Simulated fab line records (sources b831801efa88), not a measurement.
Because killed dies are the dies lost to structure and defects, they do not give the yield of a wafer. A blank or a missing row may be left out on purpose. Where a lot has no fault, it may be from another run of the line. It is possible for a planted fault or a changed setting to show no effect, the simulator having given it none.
What tool caused it? :: flow gf180mcu :: Sampling: 11 lots, 33 wafers, 7 of 602 route steps

WHAT THE GAUGES READ, wafer by wafer
GF_V1_RS_MEAS_24: measures by four-point-probe. Usual: for V1_W_RS the level is 0.328 ohm/sq and the standard deviation is 0.0036.
lot: L720
measured: day 17 22:14
on: film metro-03
V1_W_RS (ohm/sq): 0.324 0.324 0.326
flag: 

lot: L721
measured: day 18 14:43
on: film metro-02
V1_W_RS (ohm/sq): 0.329 0.328 0.328
flag: 

lot: L724
measured: day 19 14:22
on: film metro-02
V1_W_RS (ohm/sq): 0.330 0.330 0.323
flag: 

lot: L726
measured: day 20 12:40
on: film metro-03
V1_W_RS (ohm/sq): 0.328 0.328 0.330
flag: 

lot: L728
measured: day 21 05:05
on: film metro-03
V1_W_RS (ohm/sq): 0.330 0.330 0.331
flag: 

lot: L730
measured: day 22 01:07
on: film metro-01
V1_W_RS (ohm/sq): 0.334 0.336 0.333
flag: 

lot: L731
measured: day 22 03:59
on: film metro-03
V1_W_RS (ohm/sq): 0.332 0.334 0.337
flag: 

lot: L735
measured: day 23 19:02
on: film metro-01
V1_W_RS (ohm/sq): 0.224 0.224 0.327
flag: OFF

lot: L736
measured: day 24 02:08
on: film metro-03
V1_W_RS (ohm/sq): 0.330 0.330 0.327
flag: 

lot: L737
measured: day 24 12:42
on: film metro-03
V1_W_RS (ohm/sq): 0.325 0.325 0.223
flag: OFF

lot: L743
measured: day 26 07:31
on: film metro-03
V1_W_RS (ohm/sq): 0.323 0.329 0.328
flag: 

GF_V1_THK_MEAS_25: measures by xrf. Usual: for V1_W_THK the level is 346 nm and the standard deviation is 5.1.
lot: L720
measured: day 17 22:21
on: film metro-03
V1_W_THK (nm): 354 354 351
flag: 

lot: L721
measured: day 18 14:49
on: film metro-02
V1_W_THK (nm): 345 345 346
flag: 

lot: L724
measured: day 19 14:29
on: film metro-02
V1_W_THK (nm): 350 348 356
flag: 

lot: L726
measured: day 20 12:46
on: film metro-03
V1_W_THK (nm): 345 346 342
flag: 

lot: L728
measured: day 21 05:13
on: film metro-03
V1_W_THK (nm): 344 341 342
flag: 

lot: L730
measured: day 22 01:14
on: film metro-01
V1_W_THK (nm): 340 336 339
flag: 

lot: L731
measured: day 22 04:06
on: film metro-03
V1_W_THK (nm): 341 337 333
flag: 

lot: L735
measured: day 23 19:10
on: film metro-01
V1_W_THK (nm): 493 492 342
flag: OFF

lot: L736
measured: day 24 02:14
on: film metro-03
V1_W_THK (nm): 343 344 346
flag: 

lot: L737
measured: day 24 12:48
on: film metro-03
V1_W_THK (nm): 348 348 502
flag: OFF

lot: L743
measured: day 26 07:38
on: film metro-03
V1_W_THK (nm): 354 348 349
flag: 

GF_M2_THK_MEAS_06: measures by xrf. Usual: for M2_ALCU_THK the level is 465 nm and the standard deviation is 5.
lot: L720
measured: day 17 23:03
on: film metro-04
M2_ALCU_THK (nm): 464 457 464
flag: 

lot: L721
measured: day 18 15:31
on: film metro-01
M2_ALCU_THK (nm): 467 472 474
flag: 

lot: L724
measured: day 19 15:11
on: film metro-01
M2_ALCU_THK (nm): 462 466 471
flag: 

lot: L726
measured: day 20 13:28
on: film metro-01
M2_ALCU_THK (nm): 466 473 466
flag: 

lot: L728
measured: day 21 05:55
on: film metro-04
M2_ALCU_THK (nm): 468 461 468
flag: 

lot: L730
measured: day 22 01:56
on: film metro-01
M2_ALCU_THK (nm): 469 463 472
flag: 

lot: L731
measured: day 22 04:48
on: film metro-04
M2_ALCU_THK (nm): 458 457 459
flag: 

lot: L735
measured: day 23 19:52
on: film metro-03
M2_ALCU_THK (nm): 470 470 470
flag: 

lot: L736
measured: day 24 02:56
on: film metro-03
M2_ALCU_THK (nm): 465 463 464
flag: 

lot: L737
measured: day 24 13:30
on: film metro-03
M2_ALCU_THK (nm): 469 465 461
flag: 

lot: L743
measured: day 26 08:20
on: film metro-03
M2_ALCU_THK (nm): 460 459 461
flag: 

TOOL THAT RAN EACH LOT (tool first, then ch and the chambers of the sampled wafers, then the start)
lot: L720
GF_V1_CVD_23: cvd w-02 ch 0,1, day 17 22:07
GF_V1_CMP_26: cmp-02 ch 0,1,3, day 17 22:34
GF_M2_SPUTTER_01: pvd sputter-04, day 17 22:49
GF_M2_SPUTTER_03: pvd sputter-04, day 17 22:52

lot: L721
GF_V1_CVD_23: cvd w-02 ch 0,1, day 18 14:35
GF_V1_CMP_26: cmp-02 ch 0,2,3, day 18 15:01
GF_M2_SPUTTER_01: pvd sputter-03, day 18 15:16
GF_M2_SPUTTER_03: pvd sputter-03, day 18 15:20

lot: L724
GF_V1_CVD_23: cvd w-02 ch 1, day 19 14:15
GF_V1_CMP_26: cmp-02 ch 0,2, day 19 14:36
GF_M2_SPUTTER_01: pvd sputter-04, day 19 14:57
GF_M2_SPUTTER_03: pvd sputter-04, day 19 15:01

lot: L726
GF_V1_CVD_23: cvd w-01 ch 0,1, day 20 12:32
GF_V1_CMP_26: cmp-01 ch 0,3, day 20 12:48
GF_M2_SPUTTER_01: pvd sputter-03, day 20 13:12
GF_M2_SPUTTER_03: pvd sputter-03, day 20 13:16

lot: L728
GF_V1_CVD_23: cvd w-01 ch 0,1, day 21 04:59
GF_V1_CMP_26: cmp-02 ch 2,3, day 21 05:19
GF_M2_SPUTTER_01: pvd sputter-04, day 21 05:40
GF_M2_SPUTTER_03: pvd sputter-04, day 21 05:44

lot: L730
GF_V1_CVD_23: cvd w-01 ch 0,1, day 22 01:00
GF_V1_CMP_26: cmp-01 ch 0,1,2, day 22 01:20
GF_M2_SPUTTER_01: pvd sputter-04, day 22 01:41
GF_M2_SPUTTER_03: pvd sputter-04, day 22 01:45

lot: L731
GF_V1_CVD_23: cvd w-01 ch 1, day 22 03:52
GF_V1_CMP_26: cmp-02 ch 0,1,3, day 22 04:10
GF_M2_SPUTTER_01: pvd sputter-01, day 22 04:34
GF_M2_SPUTTER_03: pvd sputter-01, day 22 04:37

lot: L735
GF_V1_CVD_23: cvd w-02 ch 0,1, day 23 18:56
GF_V1_CMP_26: cmp-01 ch 0,2,3, day 23 19:13
GF_M2_SPUTTER_01: pvd sputter-01, day 23 19:37
GF_M2_SPUTTER_03: pvd sputter-01, day 23 19:41

lot: L736
GF_V1_CVD_23: cvd w-01 ch 0,1, day 24 02:01
GF_V1_CMP_26: cmp-02 ch 0,1, day 24 02:16
GF_M2_SPUTTER_01: pvd sputter-03, day 24 02:40
GF_M2_SPUTTER_03: pvd sputter-03, day 24 02:44

lot: L737
GF_V1_CVD_23: cvd w-02 ch 0,1, day 24 12:35
GF_V1_CMP_26: cmp-02 ch 2,3, day 24 12:50
GF_M2_SPUTTER_01: pvd sputter-01, day 24 13:14
GF_M2_SPUTTER_03: pvd sputter-01, day 24 13:18

lot: L743
GF_V1_CVD_23: cvd w-01 ch 0,1, day 26 07:24
GF_V1_CMP_26: cmp-02 ch 0,2,3, day 26 07:44
GF_M2_SPUTTER_01: pvd sputter-01, day 26 08:05
GF_M2_SPUTTER_03: pvd sputter-01, day 26 08:09
- GF_V1_CVD_23: deposits W, target thk 350 nm, time 105.05 s.
- GF_V1_CMP_26: polishes, stops on SiO2, t overpolish 15 s, target thk 0 nm.
- GF_M2_SPUTTER_01: material TiN, target thk 30 nm, time 25 s.
- GF_M2_SPUTTER_03: material Ti, target thk 10 nm, time 6.7 s.

WHAT THE TOOLS THEMSELVES READ (means of the sampled wafers that have a number; where no wafer has one, the mark that the record gives instead)
GF_V1_CVD_23. Usual: 796 W for heater power w, sd 120.
lot: L720
tool: cvd w-02
heater power w (W): 805
flag: 

lot: L721
tool: cvd w-02
heater power w (W): 884
flag: 

lot: L724
tool: cvd w-02
heater power w (W): 971
flag: 

lot: L726
tool: cvd w-01
heater power w (W): 738
flag: 

lot: L728
tool: cvd w-01
heater power w (W): 731
flag: 

lot: L730
tool: cvd w-01
heater power w (W): 737
flag: 

lot: L731
tool: cvd w-01
heater power w (W): 737
flag: 

lot: L735
tool: cvd w-02
heater power w (W): 803
flag: 

lot: L736
tool: cvd w-01
heater power w (W): 737
flag: 

lot: L737
tool: cvd w-02
heater power w (W): 898
flag: 

lot: L743
tool: cvd w-01
heater power w (W): 745
flag: 

GF_V1_CMP_26. Usual: motor current A 11.8 A, standard deviation 0.83; time to endpoint s 86 s, standard deviation 3.1.
lot: L720
tool: cmp-02
motor current A (A): 12.1
time to endpoint s (s): 88
flag: 

lot: L721
tool: cmp-02
motor current A (A): 12.5
time to endpoint s (s): 86
flag: 

lot: L724
tool: cmp-02
motor current A (A): 11.5
time to endpoint s (s): 86
flag: 

lot: L726
tool: cmp-01
motor current A (A): 11.7
time to endpoint s (s): 82
flag: 

lot: L728
tool: cmp-02
motor current A (A): 12.3
time to endpoint s (s): 88
flag: 

lot: L730
tool: cmp-01
motor current A (A): 10.8
time to endpoint s (s): 84
flag: 

lot: L731
tool: cmp-02
motor current A (A): 12.1
time to endpoint s (s): 87
flag: 

lot: L735
tool: cmp-01
motor current A (A): 11.8
time to endpoint s (s): 111
flag: OFF

lot: L736
tool: cmp-02
motor current A (A): 11.7
time to endpoint s (s): 87
flag: 

lot: L737
tool: cmp-02
motor current A (A): 12.4
time to endpoint s (s): 99
flag: OFF

lot: L743
tool: cmp-02
motor current A (A): 12.3
time to endpoint s (s): 85
flag: 

GF_M2_SPUTTER_01. Usual: 29.9 % for throttle valve pct, sd 1.
lot: L720
tool: pvd sputter-04
throttle valve pct (%): 29.2
flag: 

lot: L721
tool: pvd sputter-03
throttle valve pct (%): 29.4
flag: 

lot: L724
tool: pvd sputter-04
throttle valve pct (%): 28.7
flag: 

lot: L726
tool: pvd sputter-03
throttle valve pct (%): 29.6
flag: 

lot: L728
tool: pvd sputter-04
throttle valve pct (%): 28.7
flag: 

lot: L730
tool: pvd sputter-04
throttle valve pct (%): 29.2
flag: 

lot: L731
tool: pvd sputter-01
throttle valve pct (%): 30.1
flag: 

lot: L735
tool: pvd sputter-01
throttle valve pct (%): 30.1
flag: 

lot: L736
tool: pvd sputter-03
throttle valve pct (%): 30.5
flag: 

lot: L737
tool: pvd sputter-01
throttle valve pct (%): 30.0
flag: 

lot: L743
tool: pvd sputter-01
throttle valve pct (%): 31.1
flag: 

GF_M2_SPUTTER_03. Usual: 29.9 % for throttle valve pct, sd 1.
lot: L720
tool: pvd sputter-04
throttle valve pct (%): 29.2
flag: 

lot: L721
tool: pvd sputter-03
throttle valve pct (%): 29.4
flag: 

lot: L724
tool: pvd sputter-04
throttle valve pct (%): 28.6
flag: 

lot: L726
tool: pvd sputter-03
throttle valve pct (%): 29.5
flag: 

lot: L728
tool: pvd sputter-04
throttle valve pct (%): 28.7
flag: 

lot: L730
tool: pvd sputter-04
throttle valve pct (%): 29.4
flag: 

lot: L731
tool: pvd sputter-01
throttle valve pct (%): 30.0
flag: 

lot: L735
tool: pvd sputter-01
throttle valve pct (%): 30.1
flag: 

lot: L736
tool: pvd sputter-03
throttle valve pct (%): 30.4
flag: 

lot: L737
tool: pvd sputter-01
throttle valve pct (%): 30.0
flag: 

lot: L743
tool: pvd sputter-01
throttle valve pct (%): 31.1
flag: 

THE ANSWER, worked out from the rows above alone
Rule: take the mean of a lot's wafers that have a number; if it is more than 3 standard deviations from the usual mean, the lot is off. Also off: a lot with no number at a reading for which 4 or more lots have one. Where the step has rows for the other lots, those lots are counted as sound. First the gauges in route order, then the tools' own readings, where a lot's mean is used as printed above. The first step at which some lot is off is used, and at that step the reading that is off furthest; a lot without a number counts as furthest.
Off: at GF_V1_RS_MEAS_24 (V1_W_RS), L735, L737.
A tool fits if, at a process step before that reading, it ran every lot that is off, and no sound lot after the first of them. The gauges at GF_V1_RS_MEAS_24 aren't tried: what is off there is off at GF_V1_CMP_26 too, on other tools, and a gauge's error can't cause that. One candidate fits, namely cvd w-02 at GF_V1_CVD_23. A fault onset in the window from L724 (day 19 14:15, its last sound lot) to L735 (day 23 18:56, its first lot off) fits.

WHAT THE SIMULATOR HAD INSERTED
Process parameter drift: cvd w-02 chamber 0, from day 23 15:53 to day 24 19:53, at GF_V1_CVD_23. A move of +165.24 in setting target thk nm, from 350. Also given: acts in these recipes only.
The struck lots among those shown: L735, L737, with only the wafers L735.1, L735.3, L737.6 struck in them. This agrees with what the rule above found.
